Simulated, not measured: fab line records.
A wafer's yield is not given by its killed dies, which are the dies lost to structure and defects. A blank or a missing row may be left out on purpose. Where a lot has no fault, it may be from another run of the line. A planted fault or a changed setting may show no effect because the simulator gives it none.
Comparing a struck lot with a sound one :: flow sky130 :: 16 out of 708 route steps
Sound: these wafers, L328.2, L328.4, L328.5. The struck wafers were L339.2, L339.4, L339.5. Last of all comes the cause.
At each step with rows: each side's tool, then ch and its chambers, then its first start. Under that, the readings that differ: sound wafers :: struck wafers :: difference of the means :: sigmas: that difference in standard deviations of wafers without a fault.
alike: readings with means less than 2 such deviations apart, plus words and numbers identical on both sides. not compared: withheld readings, readings lacking a value on some wafer, bounds such as >300 that could conceal the same value, and numbers that have no deviation in the record and whose values overlap.
A row with sigmas, a row that says differs or no value, or rows on one side alone: a step with any of these is where the two part. Non-overlapping numbers with no deviation appear without sigmas and do not part them. A reading missing from all wafers of one side parts the sides only when that side holds two or more wafers.

SKY_LDD_HVN_OVL_MEAS_07:
  sound: overlay-02 at day 22 13:10; struck: overlay-01 at day 26 07:16
  alike: LDD_HVN_OVL
then, 1 step without rows for these wafers: SKY_LDD_HVN_IMPLANT_08.
SKY_LDD_HVN_STRIP_09: strips in O2/N2.
  sound on plasma_asher-01 ch 0,1, day 22 13:21; struck on plasma_asher-02 ch 0,1, day 26 07:27
  alike: drypump_motor_current_A, o2_flow_sccm, oes_product_au, strip_time_to_endpoint_s
  not compared: rf_hours_counter_h
SKY_LDD_HVN_TW_MEAS_10:
  sound: film_metro-02 at day 22 13:28; struck: film_metro-02 at day 26 07:34
  alike: LDD_HVN_TW
then, 7 steps without rows for these wafers: SKY_LDD_HVP_DEHYDRATE_00 (time 60 s); SKY_LDD_HVP_HMDS_01 (prime time 60 s); SKY_LDD_HVP_COAT_02 (resist thk 300 nm); SKY_LDD_HVP_SOFTBAKE_03 (time 60 s); SKY_LDD_HVP_EXPOSE_04 (exposes mask HVPTM, target cd 700 nm); SKY_LDD_HVP_PEB_05; SKY_LDD_HVP_DEVELOP_06 (develop time 60 s).
SKY_LDD_HVP_OVL_MEAS_07:
  sound: overlay-01 at day 23 20:13; struck: overlay-01 at day 27 12:07
  alike: LDD_HVP_OVL
SKY_LDD_HVP_IMPLANT_08:
  sound on implanter-03 ch 0, day 23 20:17; struck on implanter-03 ch 0, day 27 12:11
reading: beam_on_s (s)
sound: 10.22 9.94 10.07
struck: 12.01 11.86 12.20
difference: +1.95
sigmas: +11

reading: faraday_current_uA
sound: 94.1 96.4 95.0
struck: 79.9 80.9 78.7
difference: -15.3
sigmas: -9
SKY_LDD_HVP_STRIP_09: strips in O2/N2.
  sound on plasma_asher-02 ch 1, day 23 20:24; struck on plasma_asher-02 ch 1, day 27 12:18
  alike: drypump_motor_current_A, o2_flow_sccm, oes_product_au, strip_time_to_endpoint_s
  not compared: rf_hours_counter_h
SKY_LDD_HVP_TW_MEAS_10:
  sound: film_metro-03 at day 23 20:31; struck: film_metro-02 at day 27 12:38
reading: LDD_HVP_TW
sound: 462 461 462
struck: 481 484 482
difference: +21
sigmas: +6
  not compared: hold
-- here the record skips 23 days between the struck wafers' starts before and after, leaving off in module LDD_HVP and picking up in module PAD_OPEN (first step shown: number 708 of the route) --
SKY_PAD_OPEN_PROBE_99:
  sound: prober-01 at day 47 13:02; struck: prober-01 at day 50 00:41
reading: model.etest.tip_p_5v.rs_ohm_sq
sound: 2843 2849 2830
struck: 2501 2489 2490
difference: -347
sigmas: 
  alike: killed_at_M0_to_M3, killed_at_M4_up, killed_at_contacts, killed_at_front_end, killed_at_other, killed_dies, killed_open, killed_short

WHERE THEY PART
Earliest at SKY_LDD_HVP_IMPLANT_08; latest, in this record, at SKY_LDD_HVP_TW_MEAS_10. Later steps at which nothing parts them and some readings are alike: SKY_PAD_OPEN_PROBE_99.

WHY: the cause the simulator had injected
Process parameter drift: implanter-03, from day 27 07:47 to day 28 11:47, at SKY_LDD_HVP_IMPLANT_08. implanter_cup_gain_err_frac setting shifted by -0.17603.
